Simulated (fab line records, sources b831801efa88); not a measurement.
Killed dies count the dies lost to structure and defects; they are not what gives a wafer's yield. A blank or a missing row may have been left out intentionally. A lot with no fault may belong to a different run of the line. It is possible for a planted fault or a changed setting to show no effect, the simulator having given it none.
fab line records    flow sfqLine
record lots=14  wafers=42  lastDay=81
route steps=325 shown L0@3 L0V@26 I0@43
lots with no fault: from the same line, run without faults
startH: hours from the record's opening day to when the first of the lot's shown wafers began    waitH: hours since the lot's step before    " the same as in the row above    L1.1+2: several wafers, shown together as one row    - either no value or no given start    * or withheld: withheld    < > ~ a bound
route shown NAME@n: NAME is a module with steps in the file, n the number in the route of the first one    usual: mean/standard deviation taken from wafers without a fault    same: alike in all rows    chamber/n: place in a boat    sites: per-site readings    _std_site: their standard deviation    _edge_site: mean of outer sites minus mean of inner sites    radiusMm: how far each site lies from the wafer's centre    mask NAME#n: copy n    behind: tool/chamber where the wafer was last shaped    hold: what put the lot on hold/how long, in hours/how the hold closed    device: the transistor (n, p or np) that didn't switch    end of line: the same wafers' tests at the end of the route    a step without rows: its recipe alone    killed: count of dies lost to structure and defects at first sort (not the wafer's yield)    map: shows each die of a wafer: x if killed, . if not, _ if none is there
set.NAME: setting as actually run; set.NAME@STEP: the setting as run at that earlier step    model.NAME: the simulator's own value behind a step, which no gauge read
route steps across a sampled set of lots; one table per step, one row per wafer
services: the hour from which a tool's chamber was out of use, counted from the record's first day as startH (under 0 if before that day), plus the number of hours and why
## steps
# step SFQ_TRILAYER_L0_DEP_SPUTTER_003
# recipe material=MoNx_KI  basePressurePa=1.33e-06  targetThkNm=40  powerW=800  timeS=100  chamberPressurePa=0.4
# usual basePressurePa=1.33e-06/8.1e-08  cathodeDcPowerW=800.01/0.15  throttleValvePct=30.0/1.6
lot.wafer  tool           chamber  startH  waitH  basePressurePa  cathodeDcPowerW  throttleValvePct
L374.2     pvdSputter-06  -        12.49   0.0    1.37e-06        799.97           28.7
L374.4     "              -        "       "      1.12e-06        799.95           28.6
L374.6     "              -        "       "      1.36e-06        800.10           28.9
L375.3     pvdSputter-05  -        17.49   0.0    1.31e-06        800.02           32.7
L375.4     "              -        "       "      1.32e-06        800.11           29.7
L375.5     "              -        "       "      1.48e-06        800.09           30.1
L376.3     pvdSputter-03  -        22.49   0.0    1.26e-06        800.09           28.1
L376.4     "              -        "       "      1.28e-06        800.33           28.1
L376.5     "              -        "       "      1.32e-06        800.08           28.2
L377.1     pvdSputter-06  -        27.49   0.0    1.29e-06        799.85           29.3
L377.5     "              -        "       "      1.43e-06        800.30           29.0
L377.6     "              -        "       "      1.48e-06        799.82           29.1
L378.2     pvdSputter-05  -        32.49   0.0    1.52e-06        800.29           29.9
L378.3     "              -        "       "      1.3e-06         800.14           29.5
L378.5     "              -        "       "      1.34e-06        800.06           29.7
L380.3     pvdSputter-03  -        42.49   0.0    1.32e-06        799.87           32.1
L380.4     "              -        "       "      1.32e-06        800.32           30.6
L380.5     "              -        "       "      1.28e-06        800.03           27.8
L381.1     pvdSputter-03  -        47.49   0.0    1.36e-06        800.19           28.2
L381.3     "              -        "       "      1.31e-06        799.74           32.1
L381.6     "              -        "       "      1.32e-06        799.98           32.5
L383.1     pvdSputter-03  -        57.49   0.0    1.29e-06        799.83           30.6
L383.3     "              -        "       "      1.29e-06        800.13           27.9
L383.5     "              -        "       "      1.37e-06        800.21           32.4
L386.2     pvdSputter-05  -        72.49   0.0    1.28e-06        799.85           30.2
L386.3     "              -        "       "      1.44e-06        800.13           29.0
L386.6     "              -        "       "      1.26e-06        800.18           30.2
L389.3     pvdSputter-03  -        87.49   0.0    1.26e-06        870.78           32.3
L389.4     "              -        "       "      1.23e-06        870.79           30.4
L389.6     "              -        "       "      1.3e-06         871.11           32.6
L392.1     pvdSputter-03  -        102.49  0.0    1.41e-06        870.86           28.2
L392.3     "              -        "       "      1.41e-06        870.95           30.6
L392.5     "              -        "       "      1.22e-06        871.17           28.1
L393.2     pvdSputter-05  -        107.49  0.0    1.21e-06        800.02           29.7
L393.3     "              -        "       "      1.38e-06        800.15           32.5
L393.5     "              -        "       "      1.31e-06        800.04           28.9
L394.2     pvdSputter-06  -        112.49  0.0    1.34e-06        800.18           28.9
L394.4     "              -        "       "      1.4e-06         799.91           30.9
L394.5     "              -        "       "      1.45e-06        799.99           28.9
L397.2     pvdSputter-05  -        127.49  0.0    1.35e-06        799.77           29.9
L397.4     "              -        "       "      1.38e-06        800.03           29.2
L397.5     "              -        "       "      1.29e-06        800.20           29.9
# step SFQ_L0_RS_MEAS_901
# recipe thkMeasGauge=four-point-probe  reads=MoNx_KI_of_TRILAYER_L0_DEP_SPUTTER_003
# usual L0_MONX_KI_RS=43.4/0.37
lot.wafer  tool          chamber  startH  waitH  hold                     L0_MONX_KI_RS[ohm/sq]
L374.2     filmMetro-04  -        12.58   0.1    -                        43.5
L374.4     "             -        "       "      -                        43.7
L374.6     "             -        "       "      -                        43.5
L375.3     filmMetro-02  -        17.60   0.1    -                        43.3
L375.4     "             -        "       "      -                        43.2
L375.5     "             -        "       "      -                        43.4
L376.3     filmMetro-04  -        22.60   0.1    -                        43.1
L376.4     "             -        "       "      -                        43.2
L376.5     "             -        "       "      -                        43.0
L377.1     filmMetro-02  -        27.56   0.0    -                        42.9
L377.5     "             -        "       "      -                        42.9
L377.6     "             -        "       "      -                        43.1
L378.2     filmMetro-02  -        32.58   0.1    -                        43.9
L378.3     "             -        "       "      -                        43.7
L378.5     "             -        "       "      -                        43.8
L380.3     filmMetro-02  -        42.60   0.1    -                        43.8
L380.4     "             -        "       "      -                        43.4
L380.5     "             -        "       "      -                        43.4
L381.1     filmMetro-01  -        47.56   0.0    -                        42.8
L381.3     "             -        "       "      -                        43.4
L381.6     "             -        "       "      -                        43.9
L383.1     filmMetro-01  -        57.56   0.0    -                        42.9
L383.3     "             -        "       "      -                        43.7
L383.5     "             -        "       "      -                        43.4
L386.2     filmMetro-04  -        72.58   0.1    -                        43.4
L386.3     "             -        "       "      -                        43.6
L386.6     "             -        "       "      -                        43.6
L389.3     filmMetro-02  -        87.60   0.1    awaitDispo/0.2h/release  40.0
L389.4     "             -        "       "      awaitDispo/0.2h/release  39.6
L389.6     "             -        "       "      awaitDispo/0.2h/release  39.8
L389.3     filmMetro-02  -        87.89   0.3    -                        39.9
L389.4     "             -        "       "      -                        39.6
L389.6     "             -        "       "      -                        39.9
L392.1     filmMetro-04  -        102.56  0.0    awaitDispo/0.2h/release  40.1
L392.3     "             -        "       "      awaitDispo/0.2h/release  39.8
L392.5     "             -        "       "      awaitDispo/0.2h/release  40.0
L392.1     filmMetro-04  -        102.85  0.3    -                        40.2
L392.3     "             -        "       "      -                        39.9
L392.5     "             -        "       "      -                        40.0
L393.2     filmMetro-02  -        107.58  0.1    -                        42.7
L393.3     "             -        "       "      -                        43.2
L393.5     "             -        "       "      -                        43.6
L394.2     filmMetro-04  -        112.58  0.1    -                        43.9
L394.4     "             -        "       "      -                        44.5
L394.5     "             -        "       "      -                        43.7
L397.2     filmMetro-04  -        127.58  0.1    -                        42.6
L397.4     "             -        "       "      -                        42.9
L397.5     "             -        "       "      -                        42.6
# step SFQ_L0_THK_MEAS_902
# recipe thkMeasGauge=xrf  reads=MoNx_KI_of_TRILAYER_L0_DEP_SPUTTER_003
# usual L0_MONX_KI_THK=40.8/0.39
lot.wafer  tool          chamber  startH  waitH  hold                     L0_MONX_KI_THK[nm]
L374.2     filmMetro-04  -        12.69   0.1    -                        40.6
L374.4     "             -        "       "      -                        40.4
L374.6     "             -        "       "      -                        40.6
L375.3     filmMetro-02  -        17.70   0.1    -                        40.8
L375.4     "             -        "       "      -                        40.7
L375.5     "             -        "       "      -                        40.7
L376.3     filmMetro-04  -        22.70   0.1    -                        41.0
L376.4     "             -        "       "      -                        40.7
L376.5     "             -        "       "      -                        41.1
L377.1     filmMetro-02  -        27.68   0.1    -                        41.2
L377.5     "             -        "       "      -                        41.3
L377.6     "             -        "       "      -                        41.1
L378.2     filmMetro-02  -        32.69   0.1    -                        40.5
L378.3     "             -        "       "      -                        40.6
L378.5     "             -        "       "      -                        40.4
L380.3     filmMetro-02  -        42.70   0.1    -                        40.6
L380.4     "             -        "       "      -                        40.9
L380.5     "             -        "       "      -                        40.8
L381.1     filmMetro-01  -        47.68   0.1    -                        41.3
L381.3     "             -        "       "      -                        40.4
L381.6     "             -        "       "      -                        40.0
L383.1     filmMetro-01  -        57.68   0.1    -                        41.2
L383.3     "             -        "       "      -                        40.5
L383.5     "             -        "       "      -                        40.8
L386.2     filmMetro-04  -        72.69   0.1    -                        40.7
L386.3     "             -        "       "      -                        40.5
L386.6     "             -        "       "      -                        40.5
L389.3     filmMetro-02  -        92.66   4.8    awaitDispo/0.2h/release  44.2
L389.4     "             -        "       "      awaitDispo/0.2h/release  44.6
L389.6     "             -        "       "      awaitDispo/0.2h/release  44.3
L389.3     filmMetro-02  -        92.89   0.2    -                        44.3
L389.4     "             -        "       "      -                        44.6
L389.6     "             -        "       "      -                        44.0
L393.2     filmMetro-02  -        107.69  0.1    -                        41.5
L393.3     "             -        "       "      -                        40.8
L393.5     "             -        "       "      -                        40.8
L392.1     filmMetro-04  -        110.66  7.8    awaitDispo/0.2h/release  43.9
L392.3     "             -        "       "      awaitDispo/0.2h/release  44.2
L392.5     "             -        "       "      awaitDispo/0.2h/release  44.3
L392.1     filmMetro-04  -        110.88  0.2    -                        43.9
L392.3     "             -        "       "      -                        44.2
L392.5     "             -        "       "      -                        44.0
L394.2     filmMetro-04  -        112.69  0.1    -                        40.2
L394.4     "             -        "       "      -                        39.6
L394.5     "             -        "       "      -                        40.4
L397.2     filmMetro-04  -        127.69  0.1    -                        41.6
L397.4     "             -        "       "      -                        41.5
L397.5     "             -        "       "      -                        41.7
# step SFQ_TRILAYER_L0_ETCH_METAL_ETCH_008
# recipe target=MoNx_KI  stopOn=SiO2  maskMaterial=PR  chemistry=SF6/O2  targetDepthNm=50  icpW=600  biasW=80  pressureMtorr=10  timeS=25
# usual drypumpMotorCurrentA=5.9/0.37  oesProductAu=0.875/0.0059
lot.wafer  tool         chamber  startH  waitH  drypumpMotorCurrentA  oesProductAu  rfHoursCounterH
L374.2     rieMetal-03  0        34.44   0.0    5.6                   0.874         19
L374.4     "            0        "       "      5.6                   0.871         -
L374.6     "            1        "       "      6.3                   0.873         -
L375.3     rieMetal-02  0        36.86   0.0    6.5                   0.875         -
L375.4     "            1        "       "      5.2                   0.871         -
L375.5     "            1        "       "      5.2                   0.881         -
L376.3     rieMetal-01  1        78.88   0.0    5.7                   0.880         -
L376.4     "            0        "       "      5.8                   0.875         -
L376.5     "            1        "       "      5.7                   0.882         -
L377.1     rieMetal-01  1        88.02   0.0    5.7                   0.879         51
L377.5     "            1        "       "      5.7                   0.880         -
L377.6     "            0        "       "      5.8                   0.877         -
L378.2     rieMetal-02  0        101.56  0.0    6.5                   0.867         136
L378.3     "            1        "       "      5.2                   0.872         -
L378.5     "            0        "       "      6.5                   0.875         -
L380.3     rieMetal-02  0        112.45  0.1    6.5                   0.863         -
L380.4     "            0        "       "      6.5                   0.877         -
L380.5     "            0        "       "      6.5                   0.869         -
L381.1     rieMetal-01  0        118.36  0.0    5.8                   0.877         22
L381.3     "            0        "       "      5.8                   0.873         -
L381.6     "            1        "       "      5.8                   0.865         -
L383.1     rieMetal-01  1        130.36  0.0    5.7                   0.876         59
L383.3     "            0        "       "      5.8                   0.871         -
L383.5     "            0        "       "      5.8                   0.876         -
L386.2     rieMetal-01  0        151.94  0.0    5.8                   0.882         28
L386.3     "            0        "       "      5.7                   0.872         -
L386.6     "            0        "       "      5.7                   0.870         -
L389.3     rieMetal-01  1        175.00  0.0    5.8                   0.913         -
L389.4     "            0        "       "      5.8                   0.923         -
L389.6     "            1        "       "      5.7                   0.921         -
L392.1     rieMetal-03  0        191.79  0.0    5.5                   0.915         47
L392.3     "            1        "       "      6.3                   0.919         -
L392.5     "            1        "       "      6.3                   0.910         -
L393.2     rieMetal-02  1        195.39  0.0    5.2                   0.887         11
L393.3     "            0        "       "      6.5                   0.879         -
L393.5     "            1        "       "      5.2                   0.868         -
L394.2     rieMetal-01  1        200.19  0.0    5.8                   0.859         71
L394.4     "            1        "       "      5.8                   0.859         -
L394.5     "            1        "       "      5.8                   0.870         -
L397.2     rieMetal-02  1        222.99  0.0    5.2                   0.883         15
L397.4     "            1        "       "      5.2                   0.878         -
L397.5     "            1        "       "      5.2                   0.884         -
# step SFQ_TRILAYER_L0_VIA_STRIP_STRIP_017
# recipe gas=O2  powerW=200  platenTempC=40  overashFraction=0.65  chemistry=O2  pressureMtorr=50
# usual drypumpMotorCurrentA=5.9/0.41  oesProductAu=1.003/0.009
# same overashFraction=0.65
lot.wafer  tool         chamber  startH  waitH  drypumpMotorCurrentA  oesProductAu  rfHoursCounterH
L374.2     rieMetal-02  1        94.08   -      5.2                   0.987         197
L374.4     "            0        "       "      6.5                   1.007         -
L374.6     "            0        "       "      6.5                   0.996         -
L375.3     rieMetal-04  0        95.48   -      6.3                   1.003         -
L375.4     "            1        "       "      5.7                   1.003         -
L375.5     "            0        "       "      6.3                   1.018         -
L376.3     rieMetal-04  1        160.60  -      5.7                   1.004         -
L376.4     "            0        "       "      6.3                   1.000         -
L376.5     "            0        "       "      6.3                   1.019         -
L377.1     rieMetal-04  0        177.45  -      6.3                   1.010         91
L377.5     "            1        "       "      5.7                   0.997         -
L377.6     "            0        "       "      6.3                   1.014         -
L378.2     rieMetal-01  0        190.65  -      5.7                   0.987         35
L378.3     "            1        "       "      5.7                   0.998         -
L378.5     "            1        "       "      5.7                   1.001         -
L380.3     rieMetal-04  1        201.65  -      5.7                   1.009         -
L380.4     "            0        "       "      6.3                   1.018         -
L380.5     "            1        "       "      5.7                   1.003         -
L381.1     rieMetal-01  0        209.85  -      5.8                   1.003         38
L381.3     "            1        "       "      5.8                   0.996         -
L381.6     "            1        "       "      5.8                   1.002         -
L383.1     rieMetal-04  0        226.65  -      6.3                   1.006         100
L383.3     "            1        "       "      5.7                   1.011         -
L383.5     "            1        "       "      5.7                   1.003         -
L386.2     rieMetal-04  0        250.02  -      6.3                   1.011         -
L386.3     "            0        "       "      6.3                   1.002         -
L386.6     "            0        "       "      6.3                   1.011         -
L389.3     rieMetal-04  1        274.15  -      5.7                   1.011         -
L389.4     "            0        "       "      6.3                   1.013         -
L389.6     "            0        "       "      6.4                   0.995         -
L392.1     rieMetal-04  1        294.26  -      5.7                   1.007         46
L392.3     "            0        "       "      6.3                   1.010         -
L392.5     "            0        "       "      6.3                   1.012         -
L393.2     rieMetal-01  0        300.26  -      5.8                   1.006         55
L393.3     "            1        "       "      5.7                   1.010         -
L393.5     "            0        "       "      5.7                   1.000         -
L394.2     rieMetal-04  1        307.46  -      5.7                   1.015         49
L394.4     "            1        "       "      5.7                   1.007         -
L394.5     "            1        "       "      5.7                   1.011         -
L397.2     rieMetal-02  1        329.06  -      5.2                   0.981         31
L397.4     "            0        "       "      6.5                   0.996         -
L397.5     "            0        "       "      6.5                   0.997         -
# step SFQ_TRILAYER_I0_DEP_PECVD_027
# recipe material=SiO2  tempC=150  timeS=111.11  pressureTorr=2.4  rfW=183.3  precursor=SiH4/N2O  targetThkNm=500
# usual heaterPowerW=80/9.2  throttleValvePct=24.3/1.4
lot.wafer  tool      chamber  startH  waitH  heaterPowerW  sinceWetCleanH  throttleValvePct
L374.2     pecvd-04  2        185.52  0.0    89            347             23.2
L374.4     "         1        "       "      72            -               24.0
L374.6     "         2        "       "      75            -               22.5
L375.3     pecvd-04  2        187.92  0.0    83            349             22.7
L375.4     "         2        "       "      88            -               22.6
L375.5     "         0        "       "      79            -               22.8
L376.3     pecvd-02  2        263.60  0.0    71            808             25.0
L376.4     "         0        "       "      85            -               25.9
L376.5     "         1        "       "      87            -               26.7
L377.1     pecvd-02  1        278.42  0.0    70            823             26.4
L377.5     "         2        "       "      70            -               25.0
L377.6     "         1        "       "      78            -               26.6
L378.2     pecvd-01  1        294.02  0.0    85            86              22.4
L378.3     "         2        "       "      85            86              23.7
L378.5     "         1        "       "      86            -               22.4
L380.3     pecvd-02  1        296.42  0.0    86            841             26.8
L380.4     "         2        "       "      65            -               24.8
L380.5     "         1        "       "      89            -               26.7
L381.1     pecvd-01  2        297.62  0.0    81            89              23.4
L381.3     "         1        "       "      90            89              22.3
L381.6     "         2        "       "      82            -               23.4
L383.1     pecvd-02  0        300.02  0.0    85            845             26.0
L383.3     "         2        "       "      69            845             25.1
L383.5     "         0        "       "      87            -               25.6
L386.2     pecvd-02  0        304.82  0.0    85            850             25.7
L386.3     "         2        "       "      61            850             25.0
L386.6     "         0        "       "      87            -               25.8
L389.3     pecvd-04  2        308.42  0.0    78            470             23.2
L389.4     "         1        "       "      71            -               24.3
L389.6     "         2        "       "      82            -               23.1
L392.1     pecvd-04  0        312.25  0.0    97            474             22.8
L392.3     "         1        "       "      72            474             24.1
L392.5     "         0        "       "      100           -               23.1
L393.2     pecvd-02  2        313.22  0.0    73            858             24.7
L393.3     "         1        "       "      76            858             26.6
L393.5     "         2        "       "      57            -               24.7
L394.2     pecvd-01  2        314.42  0.0    90            106             23.6
L394.4     "         1        "       "      82            -               22.3
L394.5     "         2        "       "      74            -               23.7
L397.2     pecvd-04  0        333.38  0.0    87            495             23.0
L397.4     "         1        "       "      72            -               24.1
L397.5     "         0        "       "      95            -               22.9
# step SFQ_I0_BOW_MEAS_907
# recipe mode=bow
# usual I0_BOW=1/7
lot.wafer  tool          chamber  startH  waitH  I0_BOW[um]
L374.2     filmMetro-02  -        198.79  1.0    -6
L374.4     "             -        "       "      -10
L374.6     "             -        "       "      -11
L375.3     filmMetro-03  -        203.45  2.0    -16
L375.4     "             -        "       "      -1
L375.5     "             -        "       "      1
L376.3     filmMetro-02  -        267.68  1.5    0
L376.4     "             -        "       "      -10
L376.5     "             -        "       "      3
L377.1     filmMetro-01  -        282.10  1.0    4
L377.5     "             -        "       "      -5
L377.6     "             -        "       "      5
L378.2     filmMetro-03  -        297.12  1.5    1
L378.3     "             -        "       "      -4
L378.5     "             -        "       "      0
L380.3     filmMetro-01  -        300.16  2.1    -5
L380.4     "             -        "       "      4
L380.5     "             -        "       "      5
L381.1     filmMetro-02  -        303.01  2.5    8
L381.3     "             -        "       "      2
L381.6     "             -        "       "      4
L383.1     filmMetro-02  -        306.01  2.0    4
L383.3     "             -        "       "      -3
L383.5     "             -        "       "      -4
L386.2     filmMetro-02  -        312.03  1.0    1
L386.3     "             -        "       "      -3
L386.6     "             -        "       "      -5
L389.3     filmMetro-03  -        315.14  2.0    -6
L389.4     "             -        "       "      -13
L389.6     "             -        "       "      -7
L392.1     filmMetro-02  -        321.01  1.5    5
L392.3     "             -        "       "      8
L392.5     "             -        "       "      3
L393.2     filmMetro-01  -        321.12  2.0    14
L393.3     "             -        "       "      4
L393.5     "             -        "       "      12
L394.2     filmMetro-02  -        324.03  1.5    1
L394.4     "             -        "       "      1
L394.5     "             -        "       "      8
L397.2     filmMetro-01  -        336.47  2.5    -4
L397.4     "             -        "       "      -10
L397.5     "             -        "       "      -11
## services
tool           chamber  startH  hours  kind
pecvd-02       -        -4.40   1.9    repair
pvdSputter-03  -        -3.49   0.7    repair
pecvd-01       2        40.84   2.0    repair
rieMetal-04    -        50.19   1.2    repair
pecvd-01       1        53.47   6.6    repair
rieMetal-03    -        54.85   14.6   pm
pvdSputter-03  -        59.07   7.8    repair
pecvd-01       1        63.05   3.1    repair
pvdSputter-03  -        68.72   4.0    repair
pecvd-02       -        80.64   2.7    repair
pecvd-04       2        92.08   11.6   repair
pvdSputter-06  -        104.58  1.2    repair
pecvd-01       -        129.07  0.9    repair
pecvd-02       0        161.86  2.8    repair
pecvd-01       -        167.55  0.7    repair
pvdSputter-05  -        173.53  13.9   repair
pvdSputter-05  -        183.10  0.7    repair
pvdSputter-03  -        189.83  4.6    repair
pecvd-01       -        194.25  14.0   pm
pecvd-04       -        243.69  1.3    repair
rieMetal-04    1        246.56  21.5   repair
pvdSputter-03  -        287.11  3.2    repair
pvdSputter-05  -        313.95  7.5    repair
rieMetal-02    -        332.15  1.3    repair
## key
firstSign step=SFQ_TRILAYER_L0_DEP_SPUTTER_003  reading=cathodeDcPowerW  direction=up  sigmas=99+  usual=800.01  struck=870.94
effect step=SFQ_L0_RS_MEAS_901  reading=visit  direction=added
effect step=SFQ_L0_RS_MEAS_901  reading=L0_MONX_KI_RS  direction=down  sigmas=9.5  usual=43.4  struck=39.9
effect step=SFQ_L0_THK_MEAS_902  reading=visit  direction=added
effect step=SFQ_L0_THK_MEAS_902  reading=L0_MONX_KI_THK  direction=up  sigmas=8.9  usual=40.8  struck=44.2
effect step=SFQ_TRILAYER_L0_ETCH_METAL_ETCH_008  reading=oesProductAu  direction=up  sigmas=7.1  usual=0.875  struck=0.917
metAt SFQ_TRILAYER_L0_DEP_SPUTTER_003
struckLots L389,L392
notActingAt SFQ_TRILAYER_L0_VIA_STRIP_STRIP_017,SFQ_TRILAYER_I0_DEP_PECVD_027,SFQ_I0_BOW_MEAS_907
onsetBetween 57.49 87.49
fault kind=processParameterDrift  tool=pvdSputter-03  chamber=-  onsetH=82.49  steps=SFQ_TRILAYER_L0_DEP_SPUTTER_003  channel=powerW  offset=71.076  shape=step  endH=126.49  actsIn=theseRecipesOnly  stated=800
